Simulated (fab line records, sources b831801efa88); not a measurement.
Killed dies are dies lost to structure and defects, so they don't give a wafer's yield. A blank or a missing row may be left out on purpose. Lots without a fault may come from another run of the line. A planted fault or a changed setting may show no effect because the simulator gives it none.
fab line records | flow sky130
record lots=7 wafers=19 last_day=50
route steps=708 shown LOCAL_INTERCONNECT@402 CONTACT@406 PAD_OPEN@708
lots that met no fault: from a run of the same line without faults
start_h: hours from the record's first day to the start of the lot's first wafer shown | wait_h: hours since the lot's step before | " the same as in the row above | L1.1+2: a row that stands for several wafers | - no value, or no start given | * or withheld: withheld | < > ~ a bound
route shown NAME@n: a module of which the file shows steps, and the number in the route of the first | usual: mean/standard deviation of fault-free wafers | same: alike in all rows | chamber/n: place in a boat | sites: the reading at each site | _std_site: their standard deviation | _edge_site: outer sites' mean less inner sites' | radius_mm: how far each site lies from the wafer's centre | mask NAME#n: copy n | behind: the tool/chamber that last shaped the wafer | hold: why the lot was held/for how many hours/how that ended | device: the transistor (n, p or np) that didn't switch | end of line: the same wafers' tests at the end of the route | a step without rows: its recipe alone | killed: dies lost to structure and defects at the first sort, not the wafer's yield | map: a wafer's dies, x killed, . not, _ none there
set.NAME: the setting as run; set.NAME@STEP: as run at that earlier step | model.NAME: the simulator's own value behind a step, which no gauge read
lots at some steps of the route; a table a step, a row a wafer
services: from which hour (start_h, from the record's first day; less than 0 if before it) a tool's chamber was out of use, for how many hours, and why
## steps
# step SKY_LOCAL_INTERCONNECT_STRIP_15
# recipe chemistry=O2/N2 power_w=1400 pressure_mtorr=1500 platen_temp_c=withheld o2_flow_sccm=3000 n2_flow_sccm=300 overash_fraction=0.5
# usual drypump_motor_current_A=5.4/0.42 n2_flow_sccm=300.0/0.8 oes_product_au=0.427/0.0044 strip_time_to_endpoint_s=4.727/0.02
# columns lot.wafer tool chamber start_h wait_h drypump_motor_current_A n2_flow_sccm oes_product_au rf_hours_counter_h strip_time_to_endpoint_s
L196.3 plasma_asher-02 1 724.97 0.1 5.7 300.1 0.427 - 4.729
L196.4 " 0 " " 5.0 300.4 0.422 - 4.715
L196.6 " 0 " " 5.1 300.1 0.428 - 4.710
L201.2 plasma_asher-02 0 768.93 0.0 5.0 299.6 0.426 2 4.718
L201.3 " 1 " " 5.7 299.3 0.421 - 4.712
L201.6 " 1 " " 5.8 300.2 0.431 - 4.697
L212.1 plasma_asher-03 1 844.63 0.0 5.3 300.2 0.427 71 4.740
L212.3 " 1 " " 5.3 300.8 0.432 - 4.725
L212.5 " 1 " " 5.2 301.2 0.424 - 4.722
L213.3 plasma_asher-03 1 858.07 0.1 5.2 300.1 0.434 - 4.745
L213.5 " 1 " " 5.2 301.4 0.424 - 4.741
L214.4 plasma_asher-01 1 861.81 0.1 5.0 300.0 0.430 - 4.723
L214.5 " 0 " " 6.1 299.9 0.429 - 4.732
L216.1 plasma_asher-02 1 877.73 0.0 5.7 299.2 0.431 12 4.698
L216.3 " 1 " " 5.7 300.0 0.426 - 4.709
L216.6 " 0 " " 5.0 299.5 0.423 - 4.727
L218.1 plasma_asher-03 0 883.83 0.0 5.3 299.3 0.430 76 4.709
L218.5 " 0 " " 5.3 299.3 0.428 - 4.713
L218.6 " 1 " " 5.2 300.4 0.432 - 4.730
# step SKY_LOCAL_INTERCONNECT_STRIP_16
# recipe chemistry=post_etch_residue_remover time_s=1200 temp_c=72.5
# step SKY_LOCAL_INTERCONNECT_CLEAN_17
# recipe chemistry=IPA time_s=180 temp_c=25
# step SKY_LOCAL_INTERCONNECT_CLEAN_18
# recipe chemistry=O3/DIW dry=n2_spin
# step SKY_CONTACT_CVD_00
# recipe material=Si3N4 target_thk_nm=75 temp_c=400 time_s=withheld rf_w=450
# usual heater_power_w=734/81
# columns lot.wafer tool chamber start_h wait_h heater_power_w
L196.3 pecvd-01 0 725.52 0.0 714
L196.4 " 1 " " 714
L196.6 " 2 " " 841
L201.2 pecvd-04 0 769.52 0.0 676
L201.3 " 1 " " 616
L201.6 " 0 " " 698
L212.1 pecvd-02 0 845.26 0.0 621
L212.3 " 1 " " 733
L212.5 " 0 " " 616
L213.3 pecvd-04 0 858.63 0.0 615
L213.5 " 0 " " 629
L214.4 pecvd-01 1 862.38 0.0 821
L214.5 " 2 " " 756
L216.1 pecvd-04 1 878.33 0.0 602
L216.3 " 0 " " 680
L216.6 " 1 " " 614
L218.1 pecvd-02 0 884.43 0.0 638
L218.5 " 1 " " 723
L218.6 " 0 " " 659
# step SKY_CONTACT_THK_MEAS_01
# recipe reads=Si3N4_of_CONTACT_CVD_00
# usual CONTACT_CVD_00_THK=74.6/0.98
# columns lot.wafer tool chamber start_h wait_h CONTACT_CVD_00_THK[nm]
L196.3 film_metro-04 - 725.58 - 75.8
L196.4 " - " " 74.3
L196.6 " - " " 75.5
L201.2 film_metro-04 - 769.57 - 75.1
L201.3 " - " " 74.1
L201.6 " - " " 75.0
L212.1 film_metro-04 - 845.29 - 74.9
L212.3 " - " " 73.8
L212.5 " - " " 75.0
L213.3 film_metro-02 - 858.68 - 73.7
L213.5 " - " " 75.6
L214.4 film_metro-04 - 862.43 - 75.3
L214.5 " - " " 76.8
L216.1 film_metro-04 - 878.38 - 74.5
L216.3 " - " " 74.7
L216.6 " - " " 75.6
L218.1 film_metro-02 - 884.48 - 73.4
L218.5 " - " " 74.0
L218.6 " - " " 74.3
# step SKY_CONTACT_HDPCVD_02
# recipe material=SiO2 target_thk_nm=565 sigma_open_frac=0.3 time_s=94.2 temp_c=600 sih4_flow_sccm=60 pressure_mtorr=6
# step SKY_CONTACT_THK_MEAS_03
# recipe reads=SiO2_of_CONTACT_HDPCVD_02
# usual CONTACT_HDPCVD_THK=564/7.8
# columns lot.wafer tool chamber start_h wait_h CONTACT_HDPCVD_THK[nm]
L196.3 film_metro-02 - 725.71 0.1 566
L196.4 " - " " 560
L196.6 " - " " 563
L201.2 film_metro-02 - 769.70 0.0 557
L201.3 " - " " 555
L201.6 " - " " 558
L212.1 film_metro-04 - 845.45 0.1 568
L212.3 " - " " 570
L212.5 " - " " 569
L213.3 film_metro-04 - 858.81 0.1 559
L213.5 " - " " 561
L214.4 film_metro-01 - 862.56 0.0 561
L214.5 " - " " 565
L216.1 film_metro-02 - 878.51 0.0 571
L216.3 " - " " 576
L216.6 " - " " 580
L218.1 film_metro-02 - 884.60 0.0 567
L218.5 " - " " 564
L218.6 " - " " 560
# step SKY_CONTACT_CMP_04
# recipe material=SiO2 down_force_psi=4 platen_rpm=60 pad_velocity_m_s=0.94248
# usual motor_current_A=11.3/1.2 time_to_endpoint_s=83/4.7
# columns lot.wafer tool chamber start_h wait_h motor_current_A time_to_endpoint_s
L196.3 cmp-02 1 725.75 0.0 12.5 83
L196.4 " 3 " " 10.4 83
L196.6 " 2 " " 9.5 81
L201.2 cmp-01 3 769.80 0.1 11.5 71
L201.3 " 0 " " 12.5 79
L201.6 " 2 " " 10.2 79
L212.1 cmp-02 3 845.56 0.1 10.7 84
L212.3 " 1 " " 11.9 90
L212.5 " 2 " " 9.1 84
L213.3 cmp-02 2 858.90 0.1 9.6 74
L213.5 " 1 " " 12.2 80
L214.4 cmp-02 1 862.59 0.0 11.7 78
L214.5 " 2 " " 9.2 81
L216.1 cmp-02 0 878.67 0.1 12.9 86
L216.3 " 1 " " 12.1 87
L216.6 " 3 " " 10.5 87
L218.1 cmp-02 0 884.71 0.1 12.4 84
L218.6 " 3 " " 10.7 78
L218.5 " 0 " " 12.8 80
# step SKY_CONTACT_BOW_MEAS_05
# recipe mode=bow
# usual CONTACT_BOW=82/7.3
# columns lot.wafer tool chamber start_h wait_h CONTACT_BOW[um]
L196.3 film_metro-04 - 726.09 0.3 75
L196.4 " - " " 79
L196.6 " - " " 80
L201.2 film_metro-02 - 770.07 0.2 90
L201.3 " - " " 90
L201.6 " - " " 91
L212.1 film_metro-01 - 845.81 0.2 80
L212.3 " - " " 71
L212.5 " - " " 74
L213.3 film_metro-04 - 859.19 0.2 72
L213.5 " - " " 85
L214.4 film_metro-04 - 862.95 0.3 75
L214.5 " - " " 83
L216.1 film_metro-04 - 878.87 0.1 85
L216.3 " - " " 76
L216.6 " - " " 79
L218.1 film_metro-04 - 884.96 0.2 82
L218.5 " - " " 80
L218.6 " - " " 93
# step SKY_CONTACT_DEHYDRATE_06
# recipe temp_c=200 time_s=60
# step SKY_CONTACT_HMDS_07
# recipe prime_time_s=60 prime_temp_c=120
# step SKY_CONTACT_COAT_08
# recipe resist=BARC temp_c=withheld time_s=withheld spin_rpm=3000 resist_thk_nm=60
# usual resist_line_temp_C=*
# columns lot.wafer tool chamber start_h wait_h resist_line_temp_C
L196.3 litho_track-02 0 739.65 0.1 *
L196.4 " 0 " " *
L196.6 " 0 " " *
L201.2 litho_track-04 0 783.02 0.1 *
L201.3 " 0 " " *
L201.6 " 0 " " *
L212.1 litho_track-02 0 858.85 0.1 *
L212.3 " 0 " " *
L212.5 " 0 " " *
L213.3 litho_track-02 0 871.90 0.1 *
L213.5 " 0 " " *
L214.4 litho_track-02 0 875.38 0.1 *
L214.5 " 0 " " *
L216.1 litho_track-04 0 891.80 0.1 *
L216.3 " 0 " " *
L216.6 " 0 " " *
L218.1 litho_track-04 0 897.60 0.1 *
L218.5 " 0 " " *
L218.6 " 0 " " *
# step SKY_CONTACT_COAT_09
# recipe resist=KrF-thick spin_rpm=3000 resist_thk_nm=450
# step SKY_CONTACT_SOFTBAKE_10
# recipe temp_c=100 time_s=90 resist=KrF-thick
# step SKY_CONTACT_EXPOSE_11
# recipe mask_id=CTM1 na=0.8 source_shape=annular sigma_inner=0.55 sigma_outer=0.85 target_cd_nm=170 dose_mj=38
# step SKY_CONTACT_PEB_12
# recipe peb_temp_c=withheld peb_time_s=withheld resist=KrF-thick
# step SKY_CONTACT_DEVELOP_13
# recipe develop_time_s=60 resist=KrF-thick dev_temp_c=21
# step SKY_CONTACT_CD_MEAS_14
# recipe target_cd_nm=170
# usual cd_nm=169.9/1.4
# columns lot.wafer tool chamber start_h wait_h cd_nm
L196.3 cd_sem-01 - 754.24 - 168.3
L196.4 " - " " 168.0
L196.6 " - " " 169.4
L201.2 cd_sem-01 - 796.42 - 170.5
L201.3 " - " " 170.1
L201.6 " - " " 170.6
L212.1 cd_sem-01 - 872.40 - 170.9
L212.3 " - " " 170.1
L212.5 " - " " 171.4
L213.3 cd_sem-01 - 885.04 - 169.7
L213.5 " - " " 170.6
L214.4 cd_sem-01 - 888.68 - 166.9
L214.5 " - " " 166.3
L216.1 cd_sem-01 - 904.86 - 169.2
L216.3 " - " " 168.9
L216.6 " - " " 170.3
L218.1 cd_sem-02 - 910.26 - 170.0
L218.5 " - " " 170.4
L218.6 " - " " 170.2
# step SKY_CONTACT_OVL_MEAS_15
# usual CONTACT_OVL=2/5.8
# columns lot.wafer tool chamber start_h wait_h CONTACT_OVL[nm]
L196.3 overlay-01 - 754.33 0.1 -4
L196.4 " - " " -5
L196.6 " - " " 0
L201.2 overlay-01 - 796.52 0.1 11
L201.3 " - " " 12
L201.6 " - " " 6
L212.1 overlay-01 - 872.52 0.1 14
L212.3 " - " " 12
L212.5 " - " " 12
L213.3 overlay-01 - 885.14 0.1 -1
L213.5 " - " " 3
L214.4 overlay-02 - 888.76 0.1 5
L214.5 " - " " 9
L216.1 overlay-02 - 904.98 0.1 1
L216.3 " - " " -4
L216.6 " - " " 1
L218.1 overlay-02 - 910.38 0.1 -6
L218.5 " - " " -15
L218.6 " - " " -2
# step SKY_CONTACT_ETCH_16
# recipe chemistry=N2/H2 target=BARC ion_energy_ev=200 source_w=500 bias_w=100 pressure_mtorr=30 n2_flow_sccm=100 h2_flow_sccm=200 stop_on=SiO2 time_s=45.9 target_depth_a=600
# usual drypump_motor_current_A=5.8/0.45 n2_flow_sccm=99.96/0.3 oes_product_au=0.855/0.0045 throttle_valve_pct=13.225/0.0092
# columns lot.wafer tool chamber start_h wait_h drypump_motor_current_A n2_flow_sccm oes_product_au rf_hours_counter_h throttle_valve_pct model.etch.depth_nm
L196.3 rie_diel-03 0 754.35 0.0 6.2 99.40 0.848 10 13.218 60.05
L196.4 " 2 " " 6.3 99.89 0.858 37 13.225 60.22
L196.6 " 3 " " 5.2 99.92 0.860 - 13.225 59.98
L201.2 rie_diel-04 3 796.55 0.0 5.4 99.72 0.849 17 13.233 60.45
L201.3 " 2 " " 5.7 99.81 0.848 3 13.226 60.35
L201.6 " 3 " " 5.3 99.98 0.864 - 13.237 60.45
L212.1 rie_diel-01 0 872.56 0.0 5.2 99.64 0.852 20 13.221 59.93
L212.3 " 3 " " 5.5 100.17 0.955 4 13.231 72.8
L212.5 " 3 " " 5.5 100.35 0.848 - 13.225 59.9
L213.3 rie_diel-03 2 885.16 0.0 6.3 99.84 0.953 3 13.238 73.08
L213.5 " 3 " " 5.2 99.87 0.844 - 13.208 60.02
L214.4 rie_diel-04 2 888.78 0.0 5.7 99.60 0.953 5 13.216 73.04
L214.5 " 0 " " 6.3 100.29 0.854 - 13.232 60.19
L216.1 rie_diel-04 0 905.01 0.0 6.3 99.91 0.860 18 13.222 60.23
L216.3 " 3 " " 5.3 100.37 0.857 19 13.228 59.92
L216.6 " 3 " " 5.3 100.27 0.856 - 13.214 60
L218.1 rie_diel-01 2 910.41 0.0 5.5 99.61 0.857 12 13.231 60.21
L218.5 " 0 " " 5.2 100.05 0.855 - 13.223 60.21
L218.6 " 1 " " 5.8 100.24 0.852 - 13.228 60.05
# step SKY_CONTACT_ETCH_17
# recipe target=SiO2 chemistry=C4F8/O2/Ar stop_on=Si3N4 mask_material=KrF-thick source_w=1500 bias_w=1200 pressure_mtorr=40 c4f8_flow_sccm=withheld O2_flow_sccm=6 Ar_flow_sccm=300 time_s=withheld target_depth_a=3400
# usual oes_product_au=0.890/0.0052
# columns lot.wafer tool chamber start_h wait_h oes_product_au
L196.3 rie_diel-03 0 754.40 0.0 0.896
L196.4 " 2 " " 0.889
L196.6 " 3 " " 0.886
L201.2 rie_diel-04 3 796.60 0.0 0.884
L201.3 " 2 " " 0.893
L201.6 " 3 " " 0.889
L212.1 rie_diel-01 0 872.60 0.0 0.896
L212.3 " 3 " " 0.892
L212.5 " 3 " " 0.886
L213.3 rie_diel-03 2 885.20 0.0 0.884
L213.5 " 3 " " 0.879
L214.4 rie_diel-04 2 888.82 0.0 0.890
L214.5 " 0 " " 0.888
L216.1 rie_diel-04 0 905.05 0.0 0.884
L216.3 " 3 " " 0.880
L216.6 " 3 " " 0.889
L218.1 rie_diel-01 2 910.45 0.0 0.891
L218.5 " 0 " " 0.894
L218.6 " 1 " " 0.884
# step SKY_CONTACT_ETCH_18
# recipe target=Si3N4 chemistry=CHF3/O2 stop_on=TiN source_w=600 bias_w=200 pressure_mtorr=40 chf3_flow_sccm=50 O2_flow_sccm=5 time_s=39 target_depth_a=750
# usual drypump_motor_current_A=5.7/0.45 oes_product_au=0.852/0.0072 throttle_valve_pct=8.792/0.0098
# columns lot.wafer tool chamber start_h wait_h drypump_motor_current_A oes_product_au rf_hours_counter_h throttle_valve_pct
L196.3 rie_diel-03 0 - - 6.2 0.859 10 8.790
L196.4 " 2 " " 6.3 0.838 37 8.781
L196.6 " 3 " " 5.2 0.863 - 8.792
L201.2 rie_diel-04 3 - - 5.3 0.853 17 8.806
L201.3 " 2 " " 5.7 0.851 3 8.788
L201.6 " 3 " " 5.3 0.851 - 8.806
L212.1 rie_diel-01 0 - - 5.2 0.857 20 8.803
L212.3 " 3 " " 5.5 0.850 4 8.785
L212.5 " 3 " " 5.5 0.859 - 8.803
L213.3 rie_diel-03 2 - - 6.3 0.849 3 8.800
L213.5 " 3 " " 5.2 0.855 - 8.797
L214.4 rie_diel-04 2 - - 5.7 0.858 5 8.806
L214.5 " 0 " " 6.3 0.859 - 8.786
L216.1 rie_diel-04 0 - - 6.3 0.849 18 8.796
L216.3 " 3 " " 5.3 0.855 19 8.801
L216.6 " 3 " " 5.4 0.863 - 8.790
L218.1 rie_diel-01 2 - - 5.5 0.838 12 8.794
L218.5 " 0 " " 5.2 0.846 - 8.776
L218.6 " 1 " " 5.7 0.852 - 8.780
# step SKY_CONTACT_STRIP_19
# recipe chemistry=O2/N2 power_w=1400 pressure_mtorr=1500 platen_temp_c=withheld o2_flow_sccm=3000 n2_flow_sccm=300 overash_fraction=0.5
# usual drypump_motor_current_A=5.4/0.31 n2_flow_sccm=299.9/0.94 oes_product_au=0.381/0.0049 strip_time_to_endpoint_s=3.63/0.034
# columns lot.wafer tool chamber start_h wait_h drypump_motor_current_A n2_flow_sccm oes_product_au rf_hours_counter_h strip_time_to_endpoint_s
L196.3 plasma_asher-04 0 754.52 - 5.1 300.2 0.387 - 3.64
L196.4 " 1 " " 5.8 299.9 0.381 - 3.61
L196.6 " 1 " " 5.8 300.4 0.382 - 3.65
L201.2 plasma_asher-02 0 796.69 - 5.0 299.7 0.384 5 3.64
L201.3 " 0 " " 5.1 297.6 0.384 - 3.57
L201.6 " 0 " " 5.0 299.6 0.379 - 3.62
L212.1 plasma_asher-04 0 872.69 - 5.1 300.0 0.381 108 3.68
L212.3 " 1 " " 5.8 300.8 0.385 - 3.77
L212.5 " 0 " " 5.1 297.9 0.374 - 3.59
L213.3 plasma_asher-03 1 885.33 - 5.2 301.2 0.388 - 3.79
L213.5 " 0 " " 5.3 299.3 0.378 - 3.65
L214.4 plasma_asher-03 0 888.94 - 5.3 298.6 0.383 - 3.71
L214.5 " 1 " " 5.3 299.3 0.381 - 3.61
L216.1 plasma_asher-02 0 905.14 - 5.0 300.9 0.382 15 3.62
L216.3 " 1 " " 5.8 300.5 0.383 - 3.60
L216.6 " 0 " " 5.0 301.1 0.381 - 3.63
L218.1 plasma_asher-04 0 910.54 - 5.1 296.8 0.375 111 3.61
L218.5 " 1 " " 5.9 299.4 0.379 - 3.64
L218.6 " 0 " " 5.1 299.3 0.379 - 3.59
# step SKY_CONTACT_STRIP_20
# recipe chemistry=post_etch_residue_remover time_s=1200 temp_c=72.5
# step SKY_PAD_OPEN_PROBE_99
# usual killed_at_M0_to_M3=43/6.6 killed_at_M4_up=2.9/1.6 killed_at_contacts=24/4.9 killed_at_front_end=15/4.5 killed_at_other=0.2/0.45 killed_dies=86/8.8 killed_open=48/6.4 killed_short=38/5.6
# same gross_dies=492 killed_at_back_side=0
# columns lot.wafer tool chamber start_h wait_h killed_at_M0_to_M3 killed_at_M4_up killed_at_contacts killed_at_front_end killed_at_other killed_dies killed_open killed_short
L196.3 prober-02 - 1092.89 0.2 50 2 24 14 1 91 49 42
L196.4 prober-02 - 1092.94 0.2 60 2 22 13 0 97 54 43
L196.6 prober-02 - 1093.04 0.2 41 5 26 13 1 86 54 32
L201.2 prober-02 - 1124.98 0.1 38 0 21 13 0 72 41 31
L201.3 prober-02 - 1125.03 0.2 39 6 29 15 0 89 51 38
L201.6 prober-02 - 1125.18 0.2 37 0 22 17 0 76 46 30
L212.1 prober-01 - 1178.68 0.1 41 5 28 15 1 90 49 41
L212.3 prober-01 - 1178.78 0.2 35 2 24 11 0 72 35 37
L212.5 prober-01 - 1178.88 0.2 49 0 23 21 0 93 54 39
L213.3 prober-02 - 1186.23 0.2 46 3 20 16 0 85 43 42
L213.5 prober-02 - 1186.33 0.2 53 3 29 13 0 98 57 41
L214.4 prober-01 - 1188.39 0.2 41 2 24 16 0 83 45 38
L214.5 prober-01 - 1188.44 0.2 40 2 20 21 0 83 43 40
L216.1 prober-01 - 1202.84 0.1 39 1 27 13 0 80 45 35
L216.3 prober-01 - 1202.94 0.2 53 1 24 14 1 93 53 40
L216.6 prober-01 - 1203.09 0.2 55 0 30 11 0 96 55 41
L218.1 prober-01 - 1204.80 0.1 30 3 25 24 1 83 48 35
L218.5 prober-01 - 1205.00 0.2 42 4 28 13 0 87 50 37
L218.6 prober-01 - 1205.05 0.2 40 4 33 18 0 95 47 48
# killed by level:class
L196.3 VIA1:geometric_particle:open=13 CONTACT:geometric_particle:open=13 CONTACT:geometric_particle:short=8 VIA1:geometric_particle:short=7 VIA2:geometric_particle:open=7 POLY_GATE:geometric_particle:short=4 METAL1:geometric_particle:short=4 METAL2:geometric_particle:short=4
L196.4 VIA1:geometric_particle:open=17 CONTACT:geometric_particle:open=9 METAL1:geometric_particle:short=9 LI_CONTACT:geometric_particle:open=7 VIA2:geometric_particle:short=7 VIA2:geometric_particle:open=6 POLY_GATE:geometric_particle:open=5 VIA3:geometric_particle:short=5
L196.6 VIA1:geometric_particle:open=13 CONTACT:geometric_particle:open=11 LI_CONTACT:geometric_particle:open=7 VIA3:geometric_particle:open=6 POLY_GATE:geometric_particle:short=5 VIA2:geometric_particle:open=5 METAL4:geometric_particle:short=5 FIELD_ISO:geometric_particle:open=4
L201.2 VIA3:geometric_particle:open=11 CONTACT:geometric_particle:open=7 METAL2:geometric_particle:short=5 CONTACT:geometric_particle:short=4 VIA1:geometric_particle:open=4 METAL1:geometric_particle:short=4 VIA2:geometric_particle:open=4 FIELD_ISO:geometric_particle:short=3
L201.3 CONTACT:geometric_particle:open=18 VIA2:geometric_particle:open=9 VIA3:geometric_particle:open=8 POLY_GATE:geometric_particle:short=6 METAL4:geometric_particle:short=5 FIELD_ISO:geometric_particle:short=4 METAL1:geometric_particle:short=4 LI_CONTACT:geometric_particle:open=3
L201.6 VIA2:geometric_particle:open=8 LI_CONTACT:geometric_particle:open=7 CONTACT:geometric_particle:open=6 POLY_GATE:geometric_particle:open=5 VIA3:geometric_particle:open=5 SPACER:geometric_particle:short=4 METAL2:geometric_particle:short=4 FIELD_ISO:geometric_particle:open=3
L212.1 CONTACT:geometric_particle:open=11 LI_CONTACT:geometric_particle:open=7 VIA1:geometric_particle:short=7 METAL2:geometric_particle:short=7 VIA1:geometric_particle:open=6 VIA3:geometric_particle:open=6 POLY_GATE:geometric_particle:open=5 CONTACT:geometric_particle:short=5
L212.3 LI_CONTACT:geometric_particle:open=9 VIA1:geometric_particle:open=7 VIA1:geometric_particle:short=6 CONTACT:geometric_particle:short=5 METAL3:geometric_particle:short=5 POLY_GATE:geometric_particle:short=4 CONTACT:geometric_particle:open=4 POLY_GATE:geometric_particle:open=3
L212.5 VIA1:geometric_particle:open=17 VIA3:geometric_particle:open=11 CONTACT:geometric_particle:open=7 POLY_GATE:geometric_particle:short=5 POLY_GATE:geometric_particle:open=5 VIA1:geometric_particle:short=5 CONTACT:geometric_particle:short=5 FIELD_ISO:geometric_particle:open=4
L213.3 VIA1:geometric_particle:open=13 VIA1:geometric_particle:short=9 VIA2:geometric_particle:open=6 FIELD_ISO:geometric_particle:short=5 METAL2:geometric_particle:short=5 LI_CONTACT:geometric_particle:open=5 LOCAL_INTERCONNECT:geometric_particle:short=5 CONTACT:geometric_particle:open=4
L213.5 LI_CONTACT:geometric_particle:open=12 VIA3:geometric_particle:open=11 VIA2:geometric_particle:open=9 VIA1:geometric_particle:open=8 FIELD_ISO:geometric_particle:open=6 VIA1:geometric_particle:short=6 CONTACT:geometric_particle:open=6 METAL1:geometric_particle:short=6
L214.4 VIA1:geometric_particle:open=9 FIELD_ISO:geometric_particle:open=6 LI_CONTACT:geometric_particle:open=6 VIA2:geometric_particle:open=6 CONTACT:geometric_particle:open=5 CONTACT:geometric_particle:short=5 METAL2:geometric_particle:short=5 METAL3:geometric_particle:short=4
L214.5 CONTACT:geometric_particle:open=9 VIA1:geometric_particle:open=7 POLY_GATE:geometric_particle:open=6 VIA2:geometric_particle:short=6 VIA2:geometric_particle:open=6 FIELD_ISO:geometric_particle:short=5 CONTACT:geometric_particle:short=5 POLY_GATE:geometric_particle:short=4
L216.1 VIA1:geometric_particle:open=14 CONTACT:geometric_particle:open=8 LI_CONTACT:geometric_particle:open=7 FIELD_ISO:geometric_particle:short=6 METAL1:geometric_particle:short=6 CONTACT:geometric_particle:short=5 VIA1:geometric_particle:short=4 FIELD_ISO:geometric_particle:open=3
L216.3 VIA1:geometric_particle:open=16 CONTACT:geometric_particle:open=8 FIELD_ISO:geometric_particle:short=6 VIA2:geometric_particle:short=6 LOCAL_INTERCONNECT:geometric_particle:short=6 VIA3:geometric_particle:open=6 VIA2:geometric_particle:open=6 CONTACT:geometric_particle:short=4
L216.6 CONTACT:geometric_particle:open=11 VIA1:geometric_particle:open=11 VIA2:geometric_particle:open=10 METAL2:geometric_particle:short=8 VIA3:geometric_particle:open=8 LI_CONTACT:geometric_particle:open=6 METAL1:geometric_particle:short=6 LOCAL_INTERCONNECT:geometric_particle:short=5
L218.1 POLY_GATE:geometric_particle:short=9 LI_CONTACT:geometric_particle:open=9 CONTACT:geometric_particle:open=8 VIA2:geometric_particle:open=7 VIA1:geometric_particle:open=6 VIA3:geometric_particle:open=6 POLY_GATE:geometric_particle:open=5 FIELD_ISO:geometric_particle:short=4
L218.5 LI_CONTACT:geometric_particle:open=12 CONTACT:geometric_particle:open=9 METAL1:geometric_particle:short=7 VIA3:geometric_particle:open=7 METAL2:geometric_particle:short=7 POLY_GATE:geometric_particle:open=6 SPACER:geometric_particle:open=4 CONTACT:geometric_particle:short=4
L218.6 CONTACT:geometric_particle:open=10 VIA2:geometric_particle:open=9 CONTACT:geometric_particle:short=8 LI_CONTACT:geometric_particle:open=7 METAL2:geometric_particle:short=7 POLY_GATE:geometric_particle:short=5 VIA3:geometric_particle:open=5 FIELD_ISO:geometric_particle:open=4
## services
# columns tool chamber start_h hours kind
plasma_asher-04 - 703.91 2.8 pm
cmp-02 - 710.32 1.0 repair
rie_diel-01 1 720.09 8.3 repair
cmp-02 - 731.66 4.1 pm
plasma_asher-02 - 733.75 9.0 pm
rie_diel-03 - 749.70 0.8 repair
plasma_asher-02 - 762.01 2.1 repair
rie_diel-04 2 771.75 20.0 repair
rie_diel-01 1 781.14 7.7 repair
rie_diel-01 2 789.10 4.2 repair
rie_diel-03 - 796.76 0.3 repair
cmp-02 - 805.09 4.1 repair
cmp-02 - 811.65 0.3 repair
rie_diel-03 1 818.20 15.2 repair
cmp-02 - 820.57 6.8 repair
rie_diel-04 3 821.34 12.6 repair
cmp-02 - 834.81 2.2 repair
plasma_asher-02 - 844.87 4.4 repair
rie_diel-01 3 849.70 8.1 repair
rie_diel-03 1 855.68 4.3 repair
rie_diel-04 - 858.26 15.6 pm
rie_diel-03 3 871.34 9.9 repair
rie_diel-04 2 897.24 20.0 repair
plasma_asher-02 - 907.51 1.2 repair
## key
first_sign step=SKY_CONTACT_ETCH_16 reading=oes_product_au direction=up sigmas=22 usual=0.855 struck=0.954
effect step=SKY_CONTACT_STRIP_19 reading=strip_time_to_endpoint_s direction=up sigmas=3.6 usual=* struck=*
model_effect step=SKY_CONTACT_ETCH_16 value=etch.depth_nm without=59.94 struck=72.97
met_at SKY_CONTACT_COAT_08
struck_wafers L212.3,L213.3,L214.4
tester_left_out L212,L213,L214
onset_between 739.65 858.85
fault kind=process_parameter_drift tool=litho_track-02 chamber=- onset_h=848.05 steps=SKY_CONTACT_COAT_08 channel=resist_thk_nm offset=13.051 shape=step end_h=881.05 scope=struck_wafers_only acts_in=these_recipes_only stated=60
# tester_left_out: of these lots the tester's yield and bins aren't shown, on N5 and GAA mostly nor the transistor test; their killed dies are dies lost to structure and defects alone, not to doping, threshold or leakage, so they don't give the yield
